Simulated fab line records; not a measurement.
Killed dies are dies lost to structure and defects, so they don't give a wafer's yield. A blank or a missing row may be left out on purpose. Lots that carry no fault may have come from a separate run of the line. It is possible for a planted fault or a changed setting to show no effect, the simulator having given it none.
Which tool did it? + flow gf180mcu + Sampling: 15 lots, 43 wafers, 3 of 602 route steps

## WHAT THE GAUGES SHOWED, per wafer
GF_M5_OVL_MEAS_08. Usual: M5_OVL gives -2 nm (standard deviation 5.2).
| lot  | measured     | on         | M5_OVL (nm) | flag |
|------|--------------|------------|-------------|------|
| L942 | day 26 05:43 | overlay-02 | 1 13 -5     |      |
| L944 | day 26 16:29 | overlay-01 | -3 3 0      |      |
| L945 | day 27 05:37 | overlay-02 | 4 8 -5      |      |
| L947 | day 27 19:46 | overlay-01 | -5 -5 -4    |      |
| L948 | day 28 03:02 | overlay-02 | -5 -9 -13   |      |
| L951 | day 29 04:19 | overlay-01 | -2 -2 2     |      |
| L952 | day 29 09:32 | overlay-02 | -4 0        |      |
| L953 | day 29 22:43 | overlay-01 | 2 1         |      |
| L954 | day 30 11:14 | overlay-01 | -7 -8 2     |      |
| L957 | day 30 19:25 | overlay-02 | 3 -9 2      |      |
| L959 | day 31 09:53 | overlay-02 | -18 -9 -8   |      |
| L961 | day 31 21:32 | overlay-02 | -8 4 -6     |      |
| L963 | day 32 05:37 | overlay-02 | 2 0 3       |      |
| L964 | day 32 12:22 | overlay-01 | 0 4 2       |      |
| L965 | day 32 16:31 | overlay-01 | -10 -3 -5   |      |

GF_V5_OVL_MEAS_15. Usual: V5_OVL gives 0 nm (standard deviation 5.2).
| lot  | measured     | on         | V5_OVL (nm) | flag |
|------|--------------|------------|-------------|------|
| L942 | day 27 03:58 | overlay-02 | 4 4 3       |      |
| L944 | day 27 14:17 | overlay-02 | -1 2 -3     |      |
| L945 | day 28 03:44 | overlay-02 | -5 -6 -3    |      |
| L947 | day 28 16:43 | overlay-01 | -4 -5 -10   |      |
| L948 | day 29 00:04 | overlay-01 | 1 -6 -5     |      |
| L951 | day 30 00:46 | overlay-01 | 0 3 6       |      |
| L952 | day 30 05:35 | overlay-01 | 8 5         |      |
| L953 | day 30 18:20 | overlay-01 | -2 -5       |      |
| L954 | day 31 06:23 | overlay-02 | -1 -6 -3    |      |
| L957 | day 31 14:23 | overlay-02 | -10 -11 -1  |      |
| L959 | day 32 04:40 | overlay-01 | 1 -1 3      |      |
| L961 | day 32 15:41 | overlay-01 | 8 4 6       |      |
| L963 | day 32 23:30 | overlay-02 | 5 9 7       |      |
| L964 | day 33 06:26 | overlay-02 | 7 4 9       |      |
| L965 | day 33 09:52 | overlay-02 | -3 -3 -5    |      |

## WHAT TOOL EACH LOT RAN ON (gives the tool, then ch and the chambers of the sampled wafers, and finally the start)
| lot  | GF_DNWELL_DEVELOP_06             |
|------|----------------------------------|
| L942 | litho track-01 ch 0, day 2 20:00 |
| L944 | litho track-02 ch 0, day 3 04:00 |
| L945 | litho track-01 ch 0, day 3 10:00 |
| L947 | litho track-04 ch 0, day 3 23:00 |
| L948 | litho track-02 ch 0, day 4 02:00 |
| L951 | litho track-02 ch 0, day 4 20:00 |
| L952 | litho track-02 ch 0, day 5 01:00 |
| L953 | litho track-02 ch 0, day 5 10:00 |
| L954 | litho track-02 ch 0, day 5 20:00 |
| L957 | litho track-01 ch 0, day 6 03:00 |
| L959 | litho track-01 ch 0, day 6 13:00 |
| L961 | litho track-04 ch 0, day 7 01:00 |
| L963 | litho track-01 ch 0, day 7 09:00 |
| L964 | litho track-01 ch 0, day 7 16:00 |
| L965 | litho track-01 ch 0, day 7 19:00 |
- GF_DNWELL_DEVELOP_06: develop time 60 s.

## AS READ BY THE TOOLS THEMSELVES (means over the sampled wafers that have a number; for cases with no such wafer, the mark the record gives instead)
The record holds no such reading with a usual standard deviation.

## THE ANSWER, worked out from the rows above alone
Rule: a lot is off if the mean of its wafers that have a number lies more than 3 standard deviations from the usual mean. Also off: a lot with no number at a reading for which 4 or more lots have one. The other lots that the step has rows for count as sound. The gauges are gone through in route order, then the tools' own readings, and for those a lot's mean is taken as printed above. The first step at which some lot is off is used, and at that step the reading that is off furthest; a lot without a number counts as furthest.
No lot is off on any of the readings shown, so nothing can be concluded from this.

## WHAT WAS PUT IN BY THE SIMULATOR
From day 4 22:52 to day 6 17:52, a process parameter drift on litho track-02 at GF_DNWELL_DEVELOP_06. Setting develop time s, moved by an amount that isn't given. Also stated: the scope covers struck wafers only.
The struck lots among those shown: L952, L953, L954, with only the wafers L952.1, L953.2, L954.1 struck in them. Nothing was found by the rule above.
